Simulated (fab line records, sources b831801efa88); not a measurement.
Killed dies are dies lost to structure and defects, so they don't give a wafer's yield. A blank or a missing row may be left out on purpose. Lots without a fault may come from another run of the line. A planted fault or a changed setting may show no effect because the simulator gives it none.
Which tool did it? | flow gf180mcu | 12 lots, 36 wafers sampled, at 5 steps of a route of 602

WHAT THE GAUGES READ, wafer by wafer
GF_SALICIDE_THK_MEAS_05: measures by xrf. Usual: SALICIDE_TIN_THK 19.97 nm, standard deviation 0.21.
lot  | measured     | on            | SALICIDE_TIN_THK (nm) | flag
L441 | day 15 06:32 | film_metro-02 | 19.92 19.81 19.89     |
L443 | day 15 23:55 | film_metro-02 | 19.63 19.43 19.90     |
L445 | day 16 17:59 | film_metro-03 | 20.26 20.30 20.36     |
L449 | day 18 08:56 | film_metro-02 | 20.19 20.01 20.12     |
L451 | day 18 23:47 | film_metro-03 | 20.03 20.25 19.96     |
L452 | day 19 11:28 | film_metro-03 | 20.12 20.21 20.13     |
L454 | day 20 03:43 | film_metro-03 | 19.78 19.84 20.04     |
L458 | day 21 14:13 | film_metro-02 | 19.77 19.92 20.02     |
L459 | day 21 19:22 | film_metro-01 | 19.86 19.84 19.91     |
L462 | day 22 23:17 | film_metro-01 | 20.31 20.09 20.29     |
L463 | day 23 02:49 | film_metro-02 | 20.16 19.94 20.19     |
L464 | day 23 11:29 | film_metro-02 | 20.17 19.95 20.02     |

GF_CONTACT_THK_MEAS_01. Usual: CONTACT_CVD_00_THK 300.0 nm, standard deviation 2.6.
lot  | measured     | on            | CONTACT_CVD_00_THK (nm) | flag
L441 | day 15 06:57 | film_metro-04 | 295.8 299.5 299.3       |
L443 | day 16 00:18 | film_metro-04 | 299.7 300.0 300.7       |
L445 | day 16 18:23 | film_metro-03 | 302.2 300.7 298.7       |
L449 | day 18 09:21 | film_metro-03 | 304.3 303.8 305.2       |
L451 | day 19 00:11 | film_metro-04 | 304.7 301.0 301.4       |
L452 | day 19 11:52 | film_metro-03 | 301.3 300.7 304.2       |
L454 | day 20 04:07 | film_metro-01 | 300.2 300.2 299.7       |
L458 | day 21 14:37 | film_metro-01 | 297.8 300.3 300.7       |
L459 | day 21 19:47 | film_metro-03 | 298.3 298.0 297.7       |
L462 | day 22 23:41 | film_metro-03 | 301.4 302.7 301.8       |
L463 | day 23 03:13 | film_metro-01 | 300.4 297.1 300.1       |
L464 | day 23 11:53 | film_metro-04 | 300.1 302.9 300.9       |

WHICH TOOL RAN EACH LOT (tool, then ch and the chambers of the sampled wafers, then the start)
lot  | GF_STI_ETCH_13                    | GF_STI_STRIP_15                     | GF_SALICIDE_RTA_06
L441 | rie_diel-04 ch 1,2, day 2 00:41   | plasma_asher-01 ch 0,1, day 2 00:52 | rtp_anneal-01 ch 0, day 15 06:37
L443 | rie_diel-04 ch 0,2,3, day 2 11:20 | plasma_asher-03 ch 1, day 2 11:29   | rtp_anneal-02 ch 0, day 15 23:58
L445 | rie_diel-01 ch 0,2,3, day 2 21:16 | plasma_asher-01 ch 0,1, day 2 21:25 | rtp_anneal-01 ch 0, day 16 18:02
L449 | rie_diel-03 ch 0,1,2, day 3 19:33 | plasma_asher-01 ch 0,1, day 3 19:43 | rtp_anneal-02 ch 0, day 18 09:01
L451 | rie_diel-03 ch 0,1,2, day 4 05:12 | plasma_asher-01 ch 0,1, day 4 05:23 | rtp_anneal-01 ch 0, day 18 23:52
L452 | rie_diel-03 ch 0,1,3, day 4 09:59 | plasma_asher-03 ch 0,1, day 4 10:08 | rtp_anneal-01 ch 0, day 19 11:32
L454 | rie_diel-04 ch 0,3, day 4 19:40   | plasma_asher-02 ch 0,1, day 4 19:51 | rtp_anneal-02 ch 0, day 20 03:48
L458 | rie_diel-04 ch 0,1,2, day 5 16:53 | plasma_asher-03 ch 0,1, day 5 17:02 | rtp_anneal-02 ch 0, day 21 14:17
L459 | rie_diel-03 ch 0,1, day 5 23:42   | plasma_asher-02 ch 0,1, day 5 23:51 | rtp_anneal-02 ch 0, day 21 19:25
L462 | rie_diel-03 ch 0,3, day 6 15:39   | plasma_asher-01 ch 0, day 6 15:48   | rtp_anneal-01 ch 0, day 22 23:20
L463 | rie_diel-01 ch 0,1,2, day 6 18:49 | plasma_asher-01 ch 0,1, day 6 19:00 | rtp_anneal-01 ch 0, day 23 02:54
L464 | rie_diel-01 ch 0,1,2, day 7 00:41 | plasma_asher-02 ch 0,1, day 7 00:50 | rtp_anneal-01 ch 0, day 23 11:34
- GF_STI_ETCH_13: etches the open film in CHF3/O2, stops on Si, target depth 282.31 nm, time 112.9 s.
- GF_STI_STRIP_15: strips in O2/N2.
- GF_SALICIDE_RTA_06: time 30 s.

WHAT THE TOOLS THEMSELVES READ (means of the sampled wafers that have a number; where no wafer has one, the mark that the record gives instead)
GF_STI_ETCH_13. Usual: drypump_motor_current_A 5.6 A, standard deviation 0.48; oes_product_au 0.833 a.u., standard deviation 0.0058; throttle_valve_pct 8.810 %, standard deviation 0.0091.
lot  | tool        | drypump_motor_current_A (A) | oes_product_au (a.u.) | throttle_valve_pct (%) | flag
L441 | rie_diel-04 | 5.8                         | 0.835                 | 8.819                  |
L443 | rie_diel-04 | 5.9                         | 0.836                 | 8.815                  |
L445 | rie_diel-01 | 6.1                         | 0.836                 | 8.811                  |
L449 | rie_diel-03 | 5.4                         | 0.839                 | 8.800                  |
L451 | rie_diel-03 | 5.4                         | 0.836                 | 8.809                  |
L452 | rie_diel-03 | 5.2                         | 0.829                 | 8.812                  |
L454 | rie_diel-04 | 5.9                         | 0.831                 | 8.809                  |
L458 | rie_diel-04 | 6.0                         | 0.841                 | 8.815                  |
L459 | rie_diel-03 | 5.0                         | 0.768                 | 8.791                  | OFF
L462 | rie_diel-03 | 5.0                         | 0.770                 | 8.785                  | OFF
L463 | rie_diel-01 | 5.9                         | 0.833                 | 8.814                  |
L464 | rie_diel-01 | 5.9                         | 0.824                 | 8.814                  |

GF_STI_STRIP_15. Usual: drypump_motor_current_A 6.26 A, standard deviation 0.27; heater_power_w 329 W, standard deviation 27; o2_flow_sccm 3000 sccm, standard deviation 9.4; oes_product_au 0.385 a.u., standard deviation 0.0053; strip_time_to_endpoint_s 3.74 s, standard deviation 0.042.
lot  | tool            | drypump_motor_current_A (A) | heater_power_w (W) | o2_flow_sccm (sccm) | oes_product_au (a.u.) | strip_time_to_endpoint_s (s) | flag
L441 | plasma_asher-01 | 6.67                        | 307                | 3003                | 0.383                 | 3.76                         |
L443 | plasma_asher-03 | 6.06                        | 318                | 2992                | 0.387                 | 3.77                         |
L445 | plasma_asher-01 | 6.60                        | 302                | 3000                | 0.389                 | 3.72                         |
L449 | plasma_asher-01 | 6.66                        | 303                | 2996                | 0.386                 | 3.69                         |
L451 | plasma_asher-01 | 6.63                        | 300                | 2998                | 0.387                 | 3.72                         |
L452 | plasma_asher-03 | 6.05                        | 327                | 3016                | 0.386                 | 3.73                         |
L454 | plasma_asher-02 | 6.10                        | 328                | 2998                | 0.387                 | 3.81                         |
L458 | plasma_asher-03 | 6.02                        | 339                | 2999                | 0.387                 | 3.79                         |
L459 | plasma_asher-02 | 6.08                        | 333                | 2991                | 0.364                 | 3.35                         | OFF
L462 | plasma_asher-01 | 6.75                        | 313                | 2986                | 0.372                 | 3.37                         | OFF
L463 | plasma_asher-01 | 6.68                        | 308                | 3004                | 0.383                 | 3.73                         |
L464 | plasma_asher-02 | 6.07                        | 338                | 3004                | 0.385                 | 3.72                         |

GF_SALICIDE_RTA_06. Usual: lamp_power_pct 6.8 %, standard deviation 1.5; wafer_temp_C_max 532.0, standard deviation 0.39.
lot  | tool          | lamp_power_pct (%) | wafer_temp_C_max | flag
L441 | rtp_anneal-01 | 5.0                | 531.7            |
L443 | rtp_anneal-02 | 8.1                | 532.1            |
L445 | rtp_anneal-01 | 5.0                | 531.8            |
L449 | rtp_anneal-02 | 8.1                | 532.0            |
L451 | rtp_anneal-01 | 5.0                | 531.4            |
L452 | rtp_anneal-01 | 5.0                | 532.0            |
L454 | rtp_anneal-02 | 8.1                | 532.3            |
L458 | rtp_anneal-02 | 8.1                | 532.1            |
L459 | rtp_anneal-02 | 8.1                | 532.0            |
L462 | rtp_anneal-01 | 5.0                | 531.7            |
L463 | rtp_anneal-01 | 5.0                | 532.0            |
L464 | rtp_anneal-01 | 5.0                | 532.2            |

THE ANSWER, worked out from the rows above alone
Rule: a lot is off if the mean of its wafers that have a number lies more than 3 standard deviations from the usual mean. A lot without any number at a reading at which 4 lots or more have one is off too. The other lots that the step has rows for count as sound. The gauges are gone through in route order, then the tools' own readings, and for those a lot's mean is taken as printed above. The first step at which some lot is off is used, and at that step the reading that is off furthest; a lot without a number counts as furthest.
Off: L459, L462, at GF_STI_ETCH_13 (oes_product_au).
A tool fits if, at that step or a process step before it, it ran every lot that is off, and no sound lot after the first of them. One fits: rie_diel-03 at GF_STI_ETCH_13. Its last sound lot is L452 (day 4 09:59), its first lot that is off L459 (day 5 23:42): a fault that began between those two fits.
The tool's own readings at GF_STI_ETCH_13 bear it out: on the lots that are off they differ by more than 5 times the standard deviation of the sound lots' means. oes_product_au reads 0.769 a.u. there against 0.834 a.u. on the sound lots.

WHAT THE SIMULATOR HAD PUT IN
Process parameter drift: rie_diel-03, from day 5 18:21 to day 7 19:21, at GF_STI_ETCH_13. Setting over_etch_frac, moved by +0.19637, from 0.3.
Lots struck among those shown: L459, L462. The rule above found the same.
